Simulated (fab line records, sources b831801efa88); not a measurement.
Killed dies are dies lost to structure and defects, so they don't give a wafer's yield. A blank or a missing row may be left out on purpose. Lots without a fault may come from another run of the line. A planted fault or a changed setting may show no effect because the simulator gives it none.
Chamber matching | flow sky130 | SKY_VIA4_CMP_21 on cmp-02: 4 sister chambers
The step polishes, stops on SiO2, t overpolish 25 s, target thk 0 nm. 18 wafers are shown with their chamber, then 9 later ones without.

WAFERS WITH THEIR CHAMBER
wafer  | chamber | motor_current_A (A) | time_to_endpoint_s (s) | overpolish_run_s (s)
L518.1 | 3       | 10.2                | 131                    | 25.012
L518.2 | 1       | 10.6                | 120                    | 25.000
L518.4 | 2       | 10.7                | 125                    | 25.000
L520.1 | 2       | 10.7                | 127                    | 25.000
L520.4 | 1       | 10.9                | 123                    | 25.013
L520.5 | 1       | 10.5                | 122                    | 24.996
L522.2 | 3       | 9.6                 | 134                    | 24.998
L522.4 | 1       | 10.6                | 123                    | 25.007
L522.6 | 2       | 11.0                | 134                    | 24.996
L523.1 | 3       | 9.5                 | 130                    | 25.010
L523.2 | 1       | 10.9                | 116                    | 25.014
L523.4 | 0       | 11.5                | 125                    | 24.992
L524.4 | 2       | 10.9                | 127                    | 24.999
L524.5 | 3       | 9.6                 | 133                    | 24.996
L524.6 | 2       | 10.4                | 126                    | 25.011
L525.6 | 3       | 9.8                 | 135                    | 24.996
L526.3 | 2       | 11.4                | 127                    | 25.013
L526.5 | 2       | 10.6                | 132                    | 25.002

SIGNATURES (means of the wafers above)
reading            | chamber 0 | chamber 1 | chamber 2 | chamber 3 | scatter within a chamber
motor_current_A    | 11.500    | 10.700    | 10.814    | 9.740     | 0.278
time_to_endpoint_s | 125.00    | 120.80    | 128.29    | 132.60    | 2.92
overpolish_run_s   | 24.99200  | 25.00600  | 25.00300  | 25.00240  | 0.00732
Rule: a wafer's distance from a chamber is the root of the sum, over the readings, of the square of ((its reading less the chamber's mean) divided by the reading's scatter). The wafer belongs to the nearest chamber; if the next one is less than 2 further off, it can't be placed. The scatter: the root of (the sum of the squares of (reading less its chamber's mean) over the shown wafers, divided by (wafers less chambers)).

WAFERS WITHOUT THEIR CHAMBER
wafer  | motor_current_A (A) | time_to_endpoint_s (s) | overpolish_run_s (s)
L538.2 | 9.8                 | 136                    | 24.991
L538.3 | 10.1                | 124                    | 24.998
L538.4 | 11.0                | 129                    | 25.013
L539.1 | 10.8                | 114                    | 25.001
L539.2 | 10.7                | 128                    | 24.984
L539.4 | 9.6                 | 131                    | 25.002
L540.1 | 10.8                | 127                    | 24.997
L540.4 | 9.5                 | 130                    | 24.991
L540.6 | 11.4                | 123                    | 24.998

WHICH CHAMBER EACH WENT THROUGH
wafer  | from the rows above               | in truth
L538.2 | 3                                 | 3
L538.3 | can't be placed: 1 or 2 or 3      | 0
L538.4 | can't be placed: 2 or 1           | 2
L539.1 | 1                                 | 1
L539.2 | can't be placed: 2 or 0 or 1 or 3 | 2
L539.4 | 3                                 | 3
L540.1 | can't be placed: 2 or 1 or 0      | 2
L540.4 | 3                                 | 3
L540.6 | can't be placed: 0 or 1 or 2      | 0
Placed correctly: 4 of 9. Can't be placed from these rows: 5 (the true chamber is among the candidates in 4). Placed wrongly: 0.
